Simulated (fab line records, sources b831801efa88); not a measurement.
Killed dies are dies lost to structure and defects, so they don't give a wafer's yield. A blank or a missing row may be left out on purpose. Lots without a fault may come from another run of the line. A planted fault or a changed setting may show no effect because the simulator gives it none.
A struck lot beside a sound one | flow sky130 | 18 steps out of a route of 708
Sound: wafers L928.1, L928.2, L928.3. Struck: wafers L933.3, L933.4, L933.5. The cause comes at the end.
At each step with rows: each side's tool, then ch and its chambers, then its first start. Under that, the readings that differ: sound wafers | struck wafers | difference of the means | sigmas: that difference in standard deviations of wafers without a fault.
alike: readings whose means differ by less than 2 such deviations, and words and numbers that are the same on both sides. not compared: withheld readings, readings that some wafer has no value for, bounds like >300 that may hide the same value, and numbers for which the record gives no deviation and whose values overlap.
The two part at a step that has a row with sigmas, a row that says differs or no value, or rows on one side only. Numbers that don't overlap but have no deviation are shown without sigmas and don't part them. A reading that every wafer of one side lacks parts them only if that side has two wafers or more.

SKY_POLY_GATE_ETCH_15: etches BARC in N2/H2, stops on SiO2, time 118.5 s, target depth 110 nm.
  sound on rie_diel-02 ch 0,1,3, day 17 12:46; struck on rie_diel-03 ch 1,2, day 19 15:12
  alike: drypump_motor_current_A, oes_product_au, throttle_valve_pct
  not compared: rf_hours_counter_h
SKY_POLY_GATE_ETCH_16: etches Si3N4 in CH3F/O2, stops on poly-Si, time 147.5 s, target depth 75 nm.
  sound on rie_diel-02 ch 0,1,3, day 17 12:50; struck on rie_diel-03 ch 1,2, day 19 15:17
  alike: drypump_motor_current_A, oes_product_au, throttle_valve_pct
  not compared: rf_hours_counter_h
SKY_POLY_GATE_ETCH_17: etches poly-Si in HBr/Cl2, stops on SiO2, target depth 180 nm, time 70.5 s.
  sound on rie_si-01 ch 0,1,2, day 17 12:56; struck on rie_si-02 ch 2,3, day 19 15:23
  alike: HBr_flow_sccm, drypump_motor_current_A, oes_product_au, throttle_valve_pct
  not compared: rf_hours_counter_h
SKY_POLY_GATE_STRIP_18: strips in O2/N2.
  sound on plasma_asher-04 ch 0,1, day 17 12:59; struck on plasma_asher-03 ch 0,1, day 19 15:28
  alike: drypump_motor_current_A, oes_product_au, strip_time_to_endpoint_s
  not compared: rf_hours_counter_h
then, 2 steps without rows for these wafers: SKY_POLY_GATE_CLEAN_19 (cleans in SC1/SC2, time 150 s); SKY_POLY_GATE_OXIDATION_20 (stabilise 600 s, purge 300 s, target thk 4 nm).
SKY_POLY_GATE_THK_MEAS_21:
  sound on film_metro-01, day 17 14:23; struck on film_metro-02, day 19 16:52
  alike: POLY_GATE_OXIDATION_THK
SKY_POLY_GATE_CD_MEAS_22:
  sound on cd_sem-01, day 17 14:27; struck on cd_sem-02, day 19 16:57
  alike: cd_nm
then, 4 steps without rows for these wafers: SKY_LDD_N_DEHYDRATE_00 (time 60 s); SKY_LDD_N_HMDS_01 (prime time 60 s); SKY_LDD_N_COAT_02 (resist thk 300 nm); SKY_LDD_N_SOFTBAKE_03 (time 60 s).
SKY_LDD_N_EXPOSE_04: exposes mask NTM, target cd 840 nm.
  sound on iline_stepper-02 ch 0, day 18 05:58; struck on iline_stepper-02 ch 0, day 20 09:13
  reading                       | sound             | struck            | difference | sigmas
  model.LDD_N.overlay_x_nm (nm) | 1.385 1.385 1.385 | 73.13 73.13 73.13 | +71.74     |
  alike: mask, stage_vel_mm_s
then, 2 steps without rows for these wafers: SKY_LDD_N_PEB_05; SKY_LDD_N_DEVELOP_06 (develop time 60 s).
SKY_LDD_N_OVL_MEAS_07:
  sound on overlay-01, day 18 21:09; struck on overlay-02, day 21 01:24
  reading        | sound       | struck         | difference | sigmas
  LDD_N_OVL (nm) | 1.8 1.4 0.7 | 73.4 74.4 74.2 | +72.7      | +61
then, 1 step without rows for these wafers: SKY_LDD_N_IMPLANT_08.
-- the record jumps here: 28 days lie between the struck wafers' starts before and after (it left off in module LDD_N and takes up again in module PAD_OPEN, whose first step shown is number 708 of the route) --
SKY_PAD_OPEN_PROBE_99:
  the record has rows for the struck wafers here (prober-01, day 49 13:18) and none for the sound ones

WHERE THEY PART
First at SKY_LDD_N_OVL_MEAS_07; last, within this record, at SKY_PAD_OPEN_PROBE_99.

WHY: what the simulator had put in
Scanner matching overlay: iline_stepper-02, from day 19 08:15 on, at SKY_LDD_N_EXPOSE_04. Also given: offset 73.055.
